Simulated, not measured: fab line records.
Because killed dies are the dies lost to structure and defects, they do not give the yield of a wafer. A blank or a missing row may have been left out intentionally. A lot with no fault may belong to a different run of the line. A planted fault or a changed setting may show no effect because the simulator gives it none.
Lot-split experiment -- flow sky130 -- on a route of 708 steps: 5 lots, 23 wafers read

## ON THE SPLIT
At SKY_VIA2_CMP_24 (polishes, stops on SiO2, t overpolish 20 s, target thk 0 nm), the setting tOverpolishS was moved away from the recipe's 20 s on 6 of the 23 wafers read, by -29.6% to +14.2%. This setting was run at the recipe's value on the other wafers.

The reading is taken at the split's own step.

## THE READING
overpolishRunS, in s, at SKY_VIA2_CMP_24 (polishes, stops on SiO2, t overpolish 20 s, target thk 0 nm). Typical for fault-free wafers on this fab line: 20.001 s, with standard deviation 0.0087 s.

wafer,"tool, chamber at the split","tOverpolishS as run, s",against the recipe,"overpolishRunS, s",against lot-mates on the recipe
L074.2,"cmp-01, 0",22.84,+14.2%,22.844,+2.846
L074.1,"cmp-01, 2",20,recipe,19.998,-
L074.4,"cmp-01, 3",20,recipe,20.000,-
L074.6,"cmp-01, 0",20,recipe,19.997,-
L074.5,"cmp-01, 1",22.84,+14.2%,22.852,+2.854
L078.2,"cmp-01, 3",20,recipe,19.990,-
L078.3,"cmp-01, 0",14.29,-28.6%,14.276,-5.718
L078.1,"cmp-01, 1",20,recipe,19.995,-
L078.6,"cmp-01, 2",20,recipe,19.996,-
L078.5,"cmp-01, 3",14.29,-28.6%,14.300,-5.694
L080.3,"cmp-01, 3",20,recipe,20.008,-
L080.1,"cmp-01, 1",20,recipe,20.001,-
L080.6,"cmp-01, 0",20,recipe,20.001,-
L082.3,"cmp-02, 3",20,recipe,20.017,-
L082.1,"cmp-02, 0",14.07,-29.6%,14.077,-5.927
L082.4,"cmp-02, 1",20,recipe,19.996,-
L082.5,"cmp-02, 3",14.07,-29.6%,14.063,-5.941
L082.6,"cmp-02, 0",20,recipe,20.000,-
L085.2,"cmp-01, 1",20,recipe,19.992,-
L085.1,"cmp-01, 2",20,recipe,20.003,-
L085.4,"cmp-01, 3",20,recipe,20.003,-
L085.5,"cmp-01, 0",20,recipe,20.007,-
L085.6,"cmp-01, 1",20,recipe,19.990,-

FIT RESULTS
A straight line over all 23 wafers: overpolishRunS changes by +0.2 s for each +1% of tOverpolishS; r = +1.00; the points scatter about the line by 0.0078 s.
The same after taking each lot's own level away (the mean of its wafers on the recipe; 23 wafers): +0.2 s for each +1%; r = +1.00; scatter 0.0074 s.
On that fit, the largest move of tOverpolishS shifts the reading by 5.9 s.
From 19.9937 to 20.0043 s: that is the span of the lots' own levels, equal to 1.2 times the standard deviation above.
Consequently the slope shifts little with the lot-to-lot level, the two slopes agreeing.
Check: for one of the wafers moved furthest among these (-29.6%), held out of the fit, the line's prediction against its lot-mates is -5.93 s. It came out at -5.93 s against them.
Tool readings at the split's step, against how far the setting was moved: overpolishRunS r = +1.00.

## FURTHER SPLITS ON THESE WAFERS
Before the reading, these wafers also passed through other splits. Each is held against what the fit with the lots' levels taken away leaves over:
other split on the same wafers,wafers away from the commonest value,r with overpolishRunS (lot level and that fit taken away)
SKY_METAL1_SPUTTER_00 powerW,11,+0.22
SKY_VIA1_HDPCVD_00 sih4FlowSccm,6,+0.28
SKY_VIA1_COAT_07 resistThkNm,5,+0.03
SKY_VIA1_DEVELOP_11 developTimeS,4,+0.00
SKY_METAL2_SPUTTER_01 powerW,5,+0.24
SKY_METAL2_SPUTTER_02 powerW,9,+0.01
SKY_VIA2_HDPCVD_00 timeS,7,+0.08

## FILE'S OWN FIT
overpolishRunS changes by +0.2 s for each +1% of tOverpolishS, r = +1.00.
